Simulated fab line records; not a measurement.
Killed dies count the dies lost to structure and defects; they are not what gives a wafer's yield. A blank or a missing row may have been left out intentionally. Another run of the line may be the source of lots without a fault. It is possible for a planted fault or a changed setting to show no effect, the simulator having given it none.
What tool caused it? | flow sky130 | 45 wafers from 15 lots sampled at 4 of the route's 708 steps

== WHAT THE GAUGES SHOWED, per wafer ==
SKY_VIA2_OVL_MEAS_13. Usual: VIA2_OVL typically reads -2 nm, with standard deviation 4.9.
lot  | measured     | on         | VIA2_OVL (nm) | flag
L613 | day 36 06:58 | overlay-01 | -9 -7 1       |
L614 | day 36 21:12 | overlay-01 | -5 -11 -10    |
L615 | day 36 23:37 | overlay-01 | -4 1 -1       |
L617 | day 37 10:49 | overlay-01 | -11 -9 -9     |
L618 | day 38 06:13 | overlay-02 | -8 -3 -1      |
L622 | day 39 08:06 | overlay-01 | -5 1 -2       |
L629 | day 41 11:14 | overlay-01 | -2 1 -3       |
L630 | day 42 17:10 | overlay-01 | 2 11 -1       |
L632 | day 42 18:10 | overlay-02 | 4 3 -1        |
L631 | day 42 17:28 | overlay-02 | -6 -10 -7     |
L634 | day 42 19:07 | overlay-02 | -4 -6 4       |
L636 | day 43 18:01 | overlay-02 | -1 -10 -8     |

SKY_VIA2_RS_MEAS_22: the measuring method here is four-point-probe. Usual: VIA2_W_RS typically reads 0.2740 ohm/sq, with standard deviation 0.0024.
lot  | measured     | on            | VIA2_W_RS (ohm/sq)   | flag
L613 | day 36 07:53 | film_metro-04 | 0.2773 0.2794 0.2743 |
L614 | day 36 22:10 | film_metro-04 | 0.2731 0.2774 0.2761 |
L615 | day 37 00:35 | film_metro-02 | 0.2771 0.2734 0.2761 |
L617 | day 37 11:44 | film_metro-04 | 0.2694 0.2693 0.2721 |
L618 | day 38 07:14 | film_metro-01 | 0.2694 0.2692 0.2708 |
L622 | day 39 09:12 | film_metro-04 | 0.2761 0.2731 0.2719 |
L629 | day 41 12:13 | film_metro-04 | 0.2781 0.2743 0.2778 |
L630 | day 42 18:32 | film_metro-04 | 0.2721 0.2741 0.2719 |
L632 | day 42 19:13 | film_metro-04 | 0.2759 0.2728 0.2685 |
L631 | day 42 18:55 | film_metro-04 | 0.2728 0.2758 0.2754 |
L634 | day 42 20:22 | film_metro-02 | 0.2725 0.2778 0.2741 |
L636 | day 43 19:26 | film_metro-02 | 0.2772 0.2796 0.2785 |

== WHICH TOOL RAN EACH LOT (tool, then ch and the chambers of the sampled wafers, then the start) ==
lot  | SKY_SONOS_TUNNEL_DEVELOP_06       | SKY_VIA2_ETCH_14
L613 | litho_track-04 ch 0, day 11 09:50 | rie_diel-01 ch 1,2,3, day 36 06:59
L614 | litho_track-04 ch 0, day 11 18:44 | rie_diel-01 ch 0,1,3, day 36 21:14
L615 | litho_track-03 ch 0, day 11 23:38 | rie_diel-04 ch 0,1,2, day 36 23:38
L617 | litho_track-02 ch 0, day 12 18:47 | rie_diel-04 ch 0,1,2, day 37 10:50
L618 | litho_track-04 ch 0, day 13 01:29 | rie_diel-04 ch 1,2,3, day 38 06:14
L619 | litho_track-04, day 13 13:11      | -
L620 | litho_track-02, day 13 14:20      | -
L621 | litho_track-02, day 14 03:08      | -
L622 | litho_track-04 ch 0, day 14 08:02 | rie_diel-01 ch 0,1,3, day 39 08:08
L629 | litho_track-04 ch 0, day 16 17:25 | rie_diel-01 ch 1,2, day 41 11:16
L630 | litho_track-04 ch 0, day 18 00:56 | rie_diel-02 ch 0,1,3, day 42 17:12
L632 | litho_track-02 ch 0, day 18 11:47 | rie_diel-02 ch 1,3, day 42 18:12
L631 | litho_track-03 ch 0, day 18 12:29 | rie_diel-01 ch 1,2, day 42 17:29
L634 | litho_track-02 ch 0, day 18 15:50 | rie_diel-02 ch 0,2, day 42 19:08
L636 | litho_track-04 ch 0, day 19 11:07 | rie_diel-04 ch 1,2, day 43 18:02
- SKY_SONOS_TUNNEL_DEVELOP_06: develop time 60 s.
- SKY_VIA2_ETCH_14: etches BARC in N2/H2, stops on SiO2, time 45.9 s, target depth 60 nm.

== AS READ BY THE TOOLS THEMSELVES (means over the sampled wafers that have a number; for cases with no such wafer, the mark the record gives instead) ==
SKY_SONOS_TUNNEL_DEVELOP_06. Usual: chill_plate_temp_C reads 22.97 C (standard deviation 0.099).
lot  | tool           | chill_plate_temp_C (C) | flag
L613 | litho_track-04 | 22.94                  |
L614 | litho_track-04 | 23.05                  |
L615 | litho_track-03 | 22.96                  |
L617 | litho_track-02 | 22.92                  |
L618 | litho_track-04 | 22.90                  |
L619 | litho_track-04 | -                      | OFF
L620 | litho_track-02 | -                      | OFF
L621 | litho_track-02 | -                      | OFF
L622 | litho_track-04 | 23.00                  |
L629 | litho_track-04 | 22.90                  |
L630 | litho_track-04 | 22.99                  |
L632 | litho_track-02 | 22.94                  |
L631 | litho_track-03 | 23.02                  |
L634 | litho_track-02 | 23.02                  |
L636 | litho_track-04 | 23.00                  |

SKY_VIA2_ETCH_14. Usual: drypump_motor_current_A 5.7 A, standard deviation 0.4; h2_flow_sccm 200.0 sccm, standard deviation 0.6; oes_product_au 0.856 a.u., standard deviation 0.005; throttle_valve_pct 13.225 %, standard deviation 0.0095.
lot  | tool        | drypump_motor_current_A (A) | h2_flow_sccm (sccm) | oes_product_au (a.u.) | throttle_valve_pct (%) | flag
L613 | rie_diel-01 | 5.4                         | 199.8               | 0.852                 | 13.221                 |
L614 | rie_diel-01 | 5.8                         | 199.3               | 0.851                 | 13.224                 |
L615 | rie_diel-04 | 5.7                         | 200.6               | 0.858                 | 13.226                 |
L617 | rie_diel-04 | 5.7                         | 200.1               | 0.864                 | 13.231                 |
L618 | rie_diel-04 | 5.5                         | 200.1               | 0.858                 | 13.229                 |
L622 | rie_diel-01 | 5.8                         | 199.8               | 0.851                 | 13.220                 |
L629 | rie_diel-01 | 5.7                         | 199.9               | 0.855                 | 13.233                 |
L630 | rie_diel-02 | 5.9                         | 199.6               | 0.860                 | 13.224                 |
L632 | rie_diel-02 | 6.0                         | 200.0               | 0.856                 | 13.224                 |
L631 | rie_diel-01 | 5.7                         | 199.6               | 0.858                 | 13.209                 |
L634 | rie_diel-02 | 5.9                         | 200.3               | 0.856                 | 13.231                 |
L636 | rie_diel-04 | 5.5                         | 199.8               | 0.856                 | 13.223                 |

== THE ANSWER, worked out from the rows above alone ==
Rule: a lot is off if the mean of its wafers that have a number lies more than 3 standard deviations from the usual mean. Also off: a lot with no number at a reading for which 4 or more lots have one. Any other lot the step has rows for is counted as sound. After the gauges, taken in route order, come the tools' own readings; for these a lot's mean is taken, as printed above. At the first step where some lot is off, the reading lying furthest off is the one used; lots without a number count as furthest.
Off: L619, L620, L621 (SKY_SONOS_TUNNEL_DEVELOP_06, chill_plate_temp_C). Without a number there: L619, L620, L621.
If a tool, at that step or one of the process steps before it, ran each lot that is off and ran no sound lot following the first of them, it fits. None of those tried fits.

== WHAT HAD BEEN PUT IN BY THE SIMULATOR ==
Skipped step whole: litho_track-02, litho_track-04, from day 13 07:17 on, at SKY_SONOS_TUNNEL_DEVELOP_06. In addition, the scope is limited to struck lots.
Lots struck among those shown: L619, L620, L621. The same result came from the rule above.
